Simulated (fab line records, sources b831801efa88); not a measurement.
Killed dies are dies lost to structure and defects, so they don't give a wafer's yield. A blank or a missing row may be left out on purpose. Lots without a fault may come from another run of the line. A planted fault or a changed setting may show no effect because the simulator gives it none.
Which tool did it? | flow sky130 | 12 lots, 36 wafers sampled, at 1 step of a route of 708

WHAT THE GAUGES READ, wafer by wafer
SKY_LI_CONTACT_CD_MEAS_12: target cd 170 nm.
lot  | measured     | on        | cd_nm (nm)
L075 | day 29 06:25 | cd_sem-02 | 169.4 169.6 169.6
L077 | day 29 23:28 | cd_sem-02 | 169.6 169.0 168.3
L079 | day 30 20:10 | cd_sem-02 | 168.7 169.4 168.2
L081 | day 31 14:17 | cd_sem-01 | 171.5 171.0 170.2
L083 | day 32 08:43 | cd_sem-02 | 170.5 170.4 170.7
L085 | day 32 19:55 | cd_sem-02 | 168.6 169.2 169.3
L087 | day 33 15:02 | cd_sem-01 | 170.1 170.8 170.1
L089 | day 34 07:14 | cd_sem-01 | 172.0 172.1 171.0
L091 | day 34 19:50 | cd_sem-01 | 169.2 168.7 170.6
L094 | day 35 17:53 | cd_sem-01 | 171.9 170.5 169.5
L095 | day 35 22:24 | cd_sem-01 | 169.7 169.1 168.6
L097 | day 36 10:30 | cd_sem-01 | 173.5 173.8 173.9

WHICH TOOL RAN EACH LOT (tool, then ch and the chambers of the sampled wafers, then the start)
The record holds no process step before these readings.

THE ANSWER, worked out from the rows above alone
Rule: what is usual is taken from the lots themselves. Put in order of their means at a reading, lots are off if they are a third of the lots or fewer, leave a main group of 4 or more, and stand apart from it by a gap of 3 or more times the standard deviation of the main group's means; of several such gaps the widest counts. A main group whose means are all the same, to the digits that the tables above print for the reading, isn't used. A lot without any number at a reading at which 4 lots or more have one is off too. The other lots that the step has rows for count as sound.
No lot is off at any reading shown: from this, nothing can be told.

WHAT THE SIMULATOR HAD PUT IN
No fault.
